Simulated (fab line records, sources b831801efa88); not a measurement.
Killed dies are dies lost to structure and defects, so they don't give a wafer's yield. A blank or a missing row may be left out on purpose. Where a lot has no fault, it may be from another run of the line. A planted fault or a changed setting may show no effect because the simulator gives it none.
The tool behind it: which one? | flow gf180mcu | Sampling: 12 lots, 36 wafers, 6 of 602 route steps

## WHAT EACH GAUGE READ, for each wafer
GF_DNWELL_TW_MEAS_09. Usual: for DNWELL_TW the level is 1357 and the standard deviation is 9.
lot  | measured    | on            | DNWELL_TW      | flag
L776 | day 2 20:29 | film_metro-03 | 1349 1351 1349 |
L777 | day 3 02:13 | film_metro-02 | 1362 1362 1366 |
L779 | day 3 15:49 | film_metro-02 | 1350 1349 1345 |
L780 | day 3 17:17 | film_metro-02 | 1354 1344 1356 |
L781 | day 3 21:29 | film_metro-02 | 1359 1361 1368 |
L789 | day 5 16:48 | film_metro-04 | 1353 1361 1353 |
L793 | day 6 12:56 | film_metro-03 | 1375 1378 1377 |
L795 | day 6 23:23 | film_metro-02 | 1358 1361 1355 |
L796 | day 7 05:08 | film_metro-04 | 1360 1351 1355 |
L797 | day 7 09:47 | film_metro-03 | 1361 1357 1363 |
L798 | day 7 17:17 | film_metro-04 | 1358 1362 1371 |
L799 | day 7 20:56 | film_metro-04 | 1349 1355 1342 |

GF_VT_IMPLANT_OVL_MEAS_07. Usual: for VT_IMPLANT_OVL the level is -1.2 nm and the standard deviation is 1.4.
lot  | measured     | on         | VT_IMPLANT_OVL (nm) | flag
L776 | day 5 17:39  | overlay-01 | -2.3 -0.1 -1.0      |
L777 | day 5 22:46  | overlay-01 | -0.6 -1.1 -0.8      |
L779 | day 6 13:45  | overlay-01 | -3.1 -4.0 -1.2      |
L780 | day 6 17:15  | overlay-01 | -1.4 -2.6 -1.7      |
L781 | day 6 22:05  | overlay-01 | -4.0 -2.6 -1.7      |
L789 | day 8 22:07  | overlay-01 | 1.3 -0.4 0.2        |
L793 | day 9 21:52  | overlay-01 | - - -               | OFF
L795 | day 10 11:14 | overlay-01 | -0.6 -1.8 -1.6      |
L796 | day 10 15:02 | overlay-01 | -1.7 -3.3 -2.3      |
L797 | day 10 22:29 | overlay-01 | -1.0 1.2 -1.4       |
L798 | day 11 07:05 | overlay-01 | -2.0 -0.3 -1.4      |
L799 | day 11 11:44 | overlay-01 | -1.1 -0.8 -2.2      |

GF_VT_IMPLANT_TW_MEAS_10. Usual: for VT_IMPLANT_TW the level is 564.3 and the standard deviation is 2.5.
lot  | measured     | on            | VT_IMPLANT_TW     | flag
L776 | day 5 17:56  | film_metro-01 | 563.5 560.7 564.9 |
L777 | day 5 23:18  | film_metro-04 | 563.9 562.1 564.1 |
L779 | day 6 14:02  | film_metro-02 | 567.3 568.6 569.7 |
L780 | day 6 17:32  | film_metro-01 | 557.8 555.5 557.4 |
L781 | day 6 22:22  | film_metro-04 | 565.4 565.7 566.2 |
L789 | day 8 22:24  | film_metro-04 | 563.2 563.1 561.9 |
L793 | day 9 22:08  | film_metro-04 | 30.1 30.0 29.9    | OFF
L795 | day 10 11:31 | film_metro-04 | 563.7 562.8 565.0 |
L796 | day 10 15:19 | film_metro-04 | 561.4 562.1 562.8 |
L797 | day 10 22:46 | film_metro-02 | 563.7 565.2 565.8 |
L798 | day 11 07:22 | film_metro-01 | 561.3 565.2 567.8 |
L799 | day 11 12:02 | film_metro-01 | 567.4 563.4 565.0 |

GF_VT_IMPLANT_TW_MEAS_32. Usual: for VT_IMPLANT_3_TW the level is 269.4 and the standard deviation is 1.3.
lot  | measured     | on            | VT_IMPLANT_3_TW   | flag
L776 | day 6 23:53  | film_metro-02 | 270.7 269.9 270.3 |
L777 | day 7 06:20  | film_metro-01 | 269.7 268.9 269.4 |
L779 | day 7 20:50  | film_metro-01 | 268.6 268.9 269.4 |
L780 | day 8 01:35  | film_metro-04 | 268.3 269.8 267.7 |
L781 | day 8 05:56  | film_metro-02 | 269.9 270.2 270.1 |
L789 | day 10 09:58 | film_metro-02 | 268.5 270.9 268.9 |
L793 | day 11 11:07 | film_metro-02 | 270.5 271.0 270.5 |
L795 | day 12 01:18 | film_metro-02 | 273.1 272.2 271.5 |
L796 | day 12 05:07 | film_metro-01 | 267.8 266.6 268.5 |
L797 | day 12 11:41 | film_metro-01 | 269.1 269.0 267.0 |
L798 | day 12 21:59 | film_metro-01 | 267.1 267.0 268.8 |
L799 | day 13 03:07 | film_metro-04 | 269.8 269.8 269.1 |

## TOOL THAT RAN EACH LOT (tool first, then ch and the chambers of the sampled wafers, then the start)
lot  | GF_VT_IMPLANT_EXPOSE_04             | GF_VT_IMPLANT_STRIP_20
L776 | iline_stepper-02 ch 0, day 5 10:24  | plasma_asher-02 ch 0,1, day 6 08:13
L777 | iline_stepper-01 ch 0, day 5 16:13  | plasma_asher-04 ch 0,1, day 6 14:52
L779 | iline_stepper-01 ch 0, day 6 06:30  | plasma_asher-01 ch 0, day 7 05:17
L780 | iline_stepper-02 ch 0, day 6 10:05  | plasma_asher-04 ch 0,1, day 7 09:26
L781 | iline_stepper-02 ch 0, day 6 14:29  | plasma_asher-02 ch 0,1, day 7 13:44
L789 | iline_stepper-01 ch 0, day 8 14:50  | plasma_asher-02 ch 0,1, day 9 15:53
L793 | iline_stepper-02 ch 0, day 9 14:19  | plasma_asher-02 ch 0,1, day 10 16:05
L795 | iline_stepper-02 ch 0, day 10 02:21 | plasma_asher-04 ch 1, day 11 06:20
L796 | iline_stepper-02 ch 0, day 10 07:04 | plasma_asher-02 ch 0,1, day 11 09:51
L797 | iline_stepper-02 ch 0, day 10 13:10 | plasma_asher-04 ch 0,1, day 11 16:19
L798 | iline_stepper-02 ch 0, day 10 22:04 | plasma_asher-04 ch 0,1, day 12 02:23
L799 | iline_stepper-02 ch 0, day 11 03:20 | plasma_asher-01 ch 0,1, day 12 07:15
- GF_VT_IMPLANT_EXPOSE_04: exposes mask LVPWELL LV AREA, target cd 600 nm.
- GF_VT_IMPLANT_STRIP_20: strips in O2/N2.

## AS READ BY THE TOOLS THEMSELVES (means over the sampled wafers that have a number; for cases with no such wafer, the mark the record gives instead)
GF_VT_IMPLANT_STRIP_20. Usual: chamber_pressure_mTorr 1499.8 mTorr, standard deviation 1.4; drypump_motor_current_A 5.8 A, standard deviation 0.62; heater_power_w 363 W, standard deviation 44; oes_product_au 0.716 a.u., standard deviation 0.004; strip_time_to_endpoint_s 12.65 s, standard deviation 0.036.
lot  | tool            | chamber_pressure_mTorr (mTorr) | drypump_motor_current_A (A) | heater_power_w (W) | oes_product_au (a.u.) | strip_time_to_endpoint_s (s) | flag
L776 | plasma_asher-02 | 1500.4                         | 6.3                         | 398                | 0.717                 | 12.68                        |
L777 | plasma_asher-04 | 1500.1                         | 5.7                         | 331                | 0.717                 | 12.59                        |
L779 | plasma_asher-01 | 1500.1                         | 5.6                         | 378                | 0.717                 | 12.67                        |
L780 | plasma_asher-04 | 1499.6                         | 5.7                         | 328                | 0.715                 | 12.67                        |
L781 | plasma_asher-02 | 1499.9                         | 6.2                         | 423                | 0.714                 | 12.65                        |
L789 | plasma_asher-02 | 1500.1                         | 6.3                         | 399                | 0.715                 | 12.66                        |
L793 | plasma_asher-02 | 1499.7                         | 6.3                         | 404                | 0.717                 | 12.63                        |
L795 | plasma_asher-04 | 1499.4                         | 4.7                         | 336                | 0.713                 | 12.61                        |
L796 | plasma_asher-02 | 1500.8                         | 6.3                         | 399                | 0.713                 | 12.65                        |
L797 | plasma_asher-04 | 1499.5                         | 5.1                         | 342                | 0.720                 | 12.62                        |
L798 | plasma_asher-04 | 1498.6                         | 5.7                         | 332                | 0.717                 | 12.62                        |
L799 | plasma_asher-01 | 1499.8                         | 5.8                         | 361                | 0.715                 | 12.63                        |

## THE ANSWER, worked out from the rows above alone
Rule: lot off if the mean of its wafers having a number is beyond 3 standard deviations from the usual mean. Also off: a lot with no number at a reading for which 4 or more lots have one. All remaining lots with rows at the step are treated as sound. Order of review: gauges by route order, followed by the tools' own readings, for which a lot's mean as printed above is used. The first step at which some lot is off is used, and at that step the reading that is off furthest; a lot without a number counts as furthest.
Off: at GF_VT_IMPLANT_OVL_MEAS_07 (VT_IMPLANT_OVL), L793. Without a number there: L793.
If a tool, at a process step before that reading, ran all the lots that are off and no sound lot after the first of them, it fits. Not tried: the gauges at GF_VT_IMPLANT_OVL_MEAS_07; whatever is off there is also off at GF_VT_IMPLANT_TW_MEAS_10, on other tools, and gauge error can't account for it. Not one of the candidates tried fits.

## WHAT WAS PUT IN BY THE SIMULATOR
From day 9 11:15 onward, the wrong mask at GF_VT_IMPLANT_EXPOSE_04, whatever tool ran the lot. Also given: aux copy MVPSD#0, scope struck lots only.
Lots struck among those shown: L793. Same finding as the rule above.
